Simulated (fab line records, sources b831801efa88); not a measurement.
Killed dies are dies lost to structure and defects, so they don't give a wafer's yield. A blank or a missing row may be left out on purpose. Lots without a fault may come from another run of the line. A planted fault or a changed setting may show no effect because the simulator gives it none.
Chamber matching | flow sky130 | SKY_FIELD_ISO_ETCH_14 on rie_diel-03: 4 sister chambers
The step etches BARC in N2/H2, stops on SiO2, time 45.9 s, target depth 60 nm. 18 wafers are shown with their chamber, then 9 later ones without.

WAFERS WITH THEIR CHAMBER
wafer  | chamber | drypump_motor_current_A (A) | throttle_valve_pct (%) | oes_product_au (a.u.)
L202.3 | 1       | 5.9                         | 13.215                 | 0.856
L202.5 | 0       | 4.7                         | 13.221                 | 0.860
L202.6 | 1       | 6.0                         | 13.213                 | 0.853
L204.1 | 2       | 5.3                         | 13.220                 | 0.855
L204.2 | 1       | 6.0                         | 13.226                 | 0.862
L204.5 | 2       | 5.3                         | 13.225                 | 0.856
L205.3 | 1       | 6.0                         | 13.221                 | 0.855
L205.4 | 0       | 4.7                         | 13.243                 | 0.851
L205.5 | 3       | 5.6                         | 13.227                 | 0.860
L206.2 | 0       | 4.7                         | 13.210                 | 0.855
L206.3 | 1       | 6.0                         | 13.229                 | 0.861
L206.5 | 1       | 6.0                         | 13.217                 | 0.848
L207.2 | 1       | 6.0                         | 13.217                 | 0.850
L207.5 | 3       | 5.5                         | 13.243                 | 0.851
L207.6 | 0       | 4.7                         | 13.220                 | 0.860
L212.1 | 2       | 5.3                         | 13.236                 | 0.859
L212.3 | 0       | 4.6                         | 13.232                 | 0.853
L212.6 | 2       | 5.3                         | 13.207                 | 0.856

SIGNATURES (means of the wafers above)
reading                 | chamber 0 | chamber 1 | chamber 2 | chamber 3 | scatter within a chamber
drypump_motor_current_A | 4.680     | 5.986     | 5.300     | 5.550     | 0.0393
throttle_valve_pct      | 13.22520  | 13.21971  | 13.22200  | 13.23500  | 0.01
oes_product_au          | 0.85580   | 0.85500   | 0.85650   | 0.85550   | 0.00447
Rule: a wafer's distance from a chamber is the root of the sum, over the readings, of the square of ((its reading less the chamber's mean) divided by the reading's scatter). The wafer belongs to the nearest chamber; if the next one is less than 2 further off, it can't be placed. The scatter: the root of (the sum of the squares of (reading less its chamber's mean) over the shown wafers, divided by (wafers less chambers)).

WAFERS WITHOUT THEIR CHAMBER
wafer  | drypump_motor_current_A (A) | throttle_valve_pct (%) | oes_product_au (a.u.)
L213.3 | 6.0                         | 13.234                 | 0.851
L213.4 | 5.6                         | 13.235                 | 0.860
L213.5 | 4.7                         | 13.219                 | 0.851
L215.1 | 6.0                         | 13.247                 | 0.854
L215.2 | 5.5                         | 13.240                 | 0.859
L215.3 | 5.3                         | 13.216                 | 0.867
L216.1 | 6.0                         | 13.227                 | 0.855
L216.3 | 5.5                         | 13.251                 | 0.864
L216.4 | 5.3                         | 13.210                 | 0.852

WHICH CHAMBER EACH WENT THROUGH
wafer  | from the rows above | in truth
L213.3 | 1                   | 1
L213.4 | 3                   | 3
L213.5 | 0                   | 0
L215.1 | 1                   | 1
L215.2 | 3                   | 3
L215.3 | 2                   | 2
L216.1 | 1                   | 1
L216.3 | 3                   | 3
L216.4 | 2                   | 2
Placed correctly: 9 of 9. Can't be placed from these rows: 0. Placed wrongly: 0.
